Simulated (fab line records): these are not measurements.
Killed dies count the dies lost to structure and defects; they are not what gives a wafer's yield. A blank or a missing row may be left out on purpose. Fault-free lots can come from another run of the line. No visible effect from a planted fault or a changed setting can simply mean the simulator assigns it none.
Which tool did it? || flow gf180mcu || 13 lots, 39 wafers sampled, at 5 steps of a route of 602

## WHAT THE GAUGES SHOWED, per wafer
GF_V5_BOW_MEAS_05. Usual: V5_BOW typically reads 136 um, with standard deviation 9.3.
{"lot": "L810", "measured": "day 26 02:16", "on": "film metro-03", "V5_BOW (um)": "140 130 138", "flag": ""}
{"lot": "L811", "measured": "day 26 18:29", "on": "film metro-02", "V5_BOW (um)": "133 125 136", "flag": ""}
{"lot": "L812", "measured": "day 26 22:35", "on": "film metro-04", "V5_BOW (um)": "138 142 134", "flag": ""}
{"lot": "L813", "measured": "day 27 07:44", "on": "film metro-04", "V5_BOW (um)": "142 140 144", "flag": ""}
{"lot": "L814", "measured": "day 27 13:47", "on": "film metro-04", "V5_BOW (um)": "133 124 120", "flag": ""}
{"lot": "L815", "measured": "day 27 23:21", "on": "film metro-03", "V5_BOW (um)": "139 128 124", "flag": ""}
{"lot": "L816", "measured": "day 28 08:43", "on": "film metro-02", "V5_BOW (um)": "127 127 120", "flag": ""}
{"lot": "L817", "measured": "day 28 15:35", "on": "film metro-03", "V5_BOW (um)": "140 139 136", "flag": ""}
{"lot": "L818", "measured": "day 28 22:08", "on": "film metro-02", "V5_BOW (um)": "134 137 130", "flag": ""}
{"lot": "L827", "measured": "day 31 15:52", "on": "film metro-03", "V5_BOW (um)": "118 127 131 - - -", "flag": ""}
{"lot": "L828", "measured": "day 31 19:17", "on": "film metro-03", "V5_BOW (um)": "147 126 138 - - -", "flag": ""}
{"lot": "L830", "measured": "day 32 06:26", "on": "film metro-03", "V5_BOW (um)": "121 131 115", "flag": ""}
{"lot": "L833", "measured": "day 32 23:23", "on": "film metro-02", "V5_BOW (um)": "140 133 144", "flag": ""}

## WHAT TOOL EACH LOT RAN ON (gives the tool, then ch and the chambers of the sampled wafers, and finally the start)
{"lot": "L810", "GF_MIM_SPUTTER_00": "pvd sputter-01, day 24 05:17", "GF_MIM_SPUTTER_02": "pvd sputter-01, day 24 05:25", "GF_MIM_SPUTTER_03": "pvd sputter-01, day 24 05:26", "GF_V5_CMP_04": "cmp-02 ch 0,1,3, day 26 01:57"}
{"lot": "L811", "GF_MIM_SPUTTER_00": "pvd sputter-01, day 24 21:31", "GF_MIM_SPUTTER_02": "pvd sputter-01, day 24 21:39", "GF_MIM_SPUTTER_03": "pvd sputter-01, day 24 21:41", "GF_V5_CMP_04": "cmp-02 ch 0,1, day 26 18:14"}
{"lot": "L812", "GF_MIM_SPUTTER_00": "pvd sputter-01, day 25 02:52", "GF_MIM_SPUTTER_02": "pvd sputter-01, day 25 02:59", "GF_MIM_SPUTTER_03": "pvd sputter-01, day 25 03:01", "GF_V5_CMP_04": "cmp-01 ch 0,2, day 26 22:17"}
{"lot": "L813", "GF_MIM_SPUTTER_00": "pvd sputter-01, day 25 12:53", "GF_MIM_SPUTTER_02": "pvd sputter-01, day 25 13:01", "GF_MIM_SPUTTER_03": "pvd sputter-01, day 25 13:02", "GF_V5_CMP_04": "cmp-02 ch 0,1,3, day 27 07:26"}
{"lot": "L814", "GF_MIM_SPUTTER_00": "pvd sputter-01, day 25 18:37", "GF_MIM_SPUTTER_02": "pvd sputter-01, day 25 18:44", "GF_MIM_SPUTTER_03": "pvd sputter-01, day 25 18:46", "GF_V5_CMP_04": "cmp-01 ch 1,2,3, day 27 13:32"}
{"lot": "L815", "GF_MIM_SPUTTER_00": "pvd sputter-04, day 26 05:02", "GF_MIM_SPUTTER_02": "pvd sputter-04, day 26 05:10", "GF_MIM_SPUTTER_03": "pvd sputter-04, day 26 05:12", "GF_V5_CMP_04": "cmp-01 ch 0,1,2, day 27 23:08"}
{"lot": "L816", "GF_MIM_SPUTTER_00": "pvd sputter-01, day 26 14:52", "GF_MIM_SPUTTER_02": "pvd sputter-01, day 26 14:59", "GF_MIM_SPUTTER_03": "pvd sputter-01, day 26 15:01", "GF_V5_CMP_04": "cmp-01 ch 2,3, day 28 08:25"}
{"lot": "L817", "GF_MIM_SPUTTER_00": "pvd sputter-01, day 26 21:22", "GF_MIM_SPUTTER_02": "pvd sputter-01, day 26 21:30", "GF_MIM_SPUTTER_03": "pvd sputter-01, day 26 21:32", "GF_V5_CMP_04": "cmp-01 ch 1,2, day 28 15:17"}
{"lot": "L818", "GF_MIM_SPUTTER_00": "pvd sputter-04, day 27 03:49", "GF_MIM_SPUTTER_02": "pvd sputter-04, day 27 03:57", "GF_MIM_SPUTTER_03": "pvd sputter-04, day 27 03:59", "GF_V5_CMP_04": "cmp-01 ch 1,2, day 28 21:47"}
{"lot": "L827", "GF_MIM_SPUTTER_00": "pvd sputter-01, day 30 01:10", "GF_MIM_SPUTTER_02": "pvd sputter-01, day 30 01:18", "GF_MIM_SPUTTER_03": "pvd sputter-01, day 30 01:20", "GF_V5_CMP_04": "cmp-01 ch 0,3, day 31 15:35"}
{"lot": "L828", "GF_MIM_SPUTTER_00": "pvd sputter-03, day 30 04:56", "GF_MIM_SPUTTER_02": "pvd sputter-03, day 30 05:04", "GF_MIM_SPUTTER_03": "pvd sputter-03, day 30 05:06", "GF_V5_CMP_04": "cmp-01 ch 1,2, day 31 18:59"}
{"lot": "L830", "GF_MIM_SPUTTER_00": "pvd sputter-04, day 30 18:23", "GF_MIM_SPUTTER_02": "pvd sputter-04, day 30 18:31", "GF_MIM_SPUTTER_03": "pvd sputter-04, day 30 18:32", "GF_V5_CMP_04": "cmp-02 ch 1,2, day 32 06:07"}
{"lot": "L833", "GF_MIM_SPUTTER_00": "pvd sputter-04, day 31 11:28", "GF_MIM_SPUTTER_02": "pvd sputter-04, day 31 11:36", "GF_MIM_SPUTTER_03": "pvd sputter-04, day 31 11:38", "GF_V5_CMP_04": "cmp-02 ch 0,3, day 32 23:08"}
- GF_MIM_SPUTTER_00: material Ti, target thk 37.5 nm, time 150 s.
- GF_MIM_SPUTTER_02: material AlCu, target thk 450 nm, time 23.9 s.
- GF_MIM_SPUTTER_03: material Ti, target thk 10 nm, time 6.7 s.
- GF_V5_CMP_04: polishes SiO2.

## AS READ BY THE TOOLS THEMSELVES (means over the sampled wafers that have a number; for cases with no such wafer, the mark the record gives instead)
GF_MIM_SPUTTER_00. Usual: throttle valve pct reads 29.9 % (standard deviation 0.94).
{"lot": "L810", "tool": "pvd sputter-01", "throttle valve pct (%)": 30.3, "flag": ""}
{"lot": "L811", "tool": "pvd sputter-01", "throttle valve pct (%)": 30.2, "flag": ""}
{"lot": "L812", "tool": "pvd sputter-01", "throttle valve pct (%)": 29.8, "flag": ""}
{"lot": "L813", "tool": "pvd sputter-01", "throttle valve pct (%)": 29.5, "flag": ""}
{"lot": "L814", "tool": "pvd sputter-01", "throttle valve pct (%)": 29.7, "flag": ""}
{"lot": "L815", "tool": "pvd sputter-04", "throttle valve pct (%)": 30.7, "flag": ""}
{"lot": "L816", "tool": "pvd sputter-01", "throttle valve pct (%)": 30.3, "flag": ""}
{"lot": "L817", "tool": "pvd sputter-01", "throttle valve pct (%)": 29.4, "flag": ""}
{"lot": "L818", "tool": "pvd sputter-04", "throttle valve pct (%)": 30.7, "flag": ""}
{"lot": "L827", "tool": "pvd sputter-01", "throttle valve pct (%)": 29.8, "flag": ""}
{"lot": "L828", "tool": "pvd sputter-03", "throttle valve pct (%)": 28.4, "flag": ""}
{"lot": "L830", "tool": "pvd sputter-04", "throttle valve pct (%)": 30.6, "flag": ""}
{"lot": "L833", "tool": "pvd sputter-04", "throttle valve pct (%)": 30.5, "flag": ""}

GF_MIM_SPUTTER_02. Usual: throttle valve pct reads 29.9 % (standard deviation 0.96).
{"lot": "L810", "tool": "pvd sputter-01", "throttle valve pct (%)": 30.3, "flag": ""}
{"lot": "L811", "tool": "pvd sputter-01", "throttle valve pct (%)": 30.2, "flag": ""}
{"lot": "L812", "tool": "pvd sputter-01", "throttle valve pct (%)": 30.0, "flag": ""}
{"lot": "L813", "tool": "pvd sputter-01", "throttle valve pct (%)": 29.6, "flag": ""}
{"lot": "L814", "tool": "pvd sputter-01", "throttle valve pct (%)": 29.5, "flag": ""}
{"lot": "L815", "tool": "pvd sputter-04", "throttle valve pct (%)": 30.5, "flag": ""}
{"lot": "L816", "tool": "pvd sputter-01", "throttle valve pct (%)": 30.4, "flag": ""}
{"lot": "L817", "tool": "pvd sputter-01", "throttle valve pct (%)": 29.3, "flag": ""}
{"lot": "L818", "tool": "pvd sputter-04", "throttle valve pct (%)": 30.7, "flag": ""}
{"lot": "L827", "tool": "pvd sputter-01", "throttle valve pct (%)": 29.7, "flag": ""}
{"lot": "L828", "tool": "pvd sputter-03", "throttle valve pct (%)": 28.7, "flag": ""}
{"lot": "L830", "tool": "pvd sputter-04", "throttle valve pct (%)": 30.6, "flag": ""}
{"lot": "L833", "tool": "pvd sputter-04", "throttle valve pct (%)": 30.6, "flag": ""}

GF_MIM_SPUTTER_03. Usual: throttle valve pct reads 29.9 % (standard deviation 0.96).
{"lot": "L810", "tool": "pvd sputter-01", "throttle valve pct (%)": 30.4, "flag": ""}
{"lot": "L811", "tool": "pvd sputter-01", "throttle valve pct (%)": 30.1, "flag": ""}
{"lot": "L812", "tool": "pvd sputter-01", "throttle valve pct (%)": 29.9, "flag": ""}
{"lot": "L813", "tool": "pvd sputter-01", "throttle valve pct (%)": 29.5, "flag": ""}
{"lot": "L814", "tool": "pvd sputter-01", "throttle valve pct (%)": 29.6, "flag": ""}
{"lot": "L815", "tool": "pvd sputter-04", "throttle valve pct (%)": 30.4, "flag": ""}
{"lot": "L816", "tool": "pvd sputter-01", "throttle valve pct (%)": 30.3, "flag": ""}
{"lot": "L817", "tool": "pvd sputter-01", "throttle valve pct (%)": 29.3, "flag": ""}
{"lot": "L818", "tool": "pvd sputter-04", "throttle valve pct (%)": 31.1, "flag": ""}
{"lot": "L827", "tool": "pvd sputter-01", "throttle valve pct (%)": 29.7, "flag": ""}
{"lot": "L828", "tool": "pvd sputter-03", "throttle valve pct (%)": 28.6, "flag": ""}
{"lot": "L830", "tool": "pvd sputter-04", "throttle valve pct (%)": 30.5, "flag": ""}
{"lot": "L833", "tool": "pvd sputter-04", "throttle valve pct (%)": 30.5, "flag": ""}

GF_V5_CMP_04. Usual: motor current A 12.0 A, standard deviation 1.7; platen rpm 60.00 rpm, standard deviation 0.038.
{"lot": "L810", "tool": "cmp-02", "motor current A (A)": 12.2, "platen rpm (rpm)": 60.03, "flag": ""}
{"lot": "L811", "tool": "cmp-02", "motor current A (A)": 13.0, "platen rpm (rpm)": 59.99, "flag": ""}
{"lot": "L812", "tool": "cmp-01", "motor current A (A)": 10.6, "platen rpm (rpm)": 59.97, "flag": ""}
{"lot": "L813", "tool": "cmp-02", "motor current A (A)": 12.6, "platen rpm (rpm)": 60.03, "flag": ""}
{"lot": "L814", "tool": "cmp-01", "motor current A (A)": 12.5, "platen rpm (rpm)": 60.01, "flag": ""}
{"lot": "L815", "tool": "cmp-01", "motor current A (A)": 11.4, "platen rpm (rpm)": 60.01, "flag": ""}
{"lot": "L816", "tool": "cmp-01", "motor current A (A)": 11.9, "platen rpm (rpm)": 59.99, "flag": ""}
{"lot": "L817", "tool": "cmp-01", "motor current A (A)": 12.2, "platen rpm (rpm)": 60.02, "flag": ""}
{"lot": "L818", "tool": "cmp-01", "motor current A (A)": 12.3, "platen rpm (rpm)": 60.00, "flag": ""}
{"lot": "L827", "tool": "cmp-01", "motor current A (A)": 11.8, "platen rpm (rpm)": 59.99, "flag": ""}
{"lot": "L828", "tool": "cmp-01", "motor current A (A)": 12.4, "platen rpm (rpm)": 60.02, "flag": ""}
{"lot": "L830", "tool": "cmp-02", "motor current A (A)": 12.8, "platen rpm (rpm)": 60.00, "flag": ""}
{"lot": "L833", "tool": "cmp-02", "motor current A (A)": 12.5, "platen rpm (rpm)": 59.99, "flag": ""}

## THE ANSWER, worked out from the rows above alone
Rule: lot off if the mean of its wafers having a number is beyond 3 standard deviations from the usual mean. A lot without any number at a reading at which 4 lots or more have one is off too. The other lots that the step has rows for count as sound. The gauges are gone through in route order, then the tools' own readings, and for those a lot's mean is taken as printed above. At the first step where some lot is off, the reading lying furthest off is the one used; lots without a number count as furthest.
Nothing can be told from this: no lot is off at any reading shown.

## WHAT WAS PUT IN BY THE SIMULATOR
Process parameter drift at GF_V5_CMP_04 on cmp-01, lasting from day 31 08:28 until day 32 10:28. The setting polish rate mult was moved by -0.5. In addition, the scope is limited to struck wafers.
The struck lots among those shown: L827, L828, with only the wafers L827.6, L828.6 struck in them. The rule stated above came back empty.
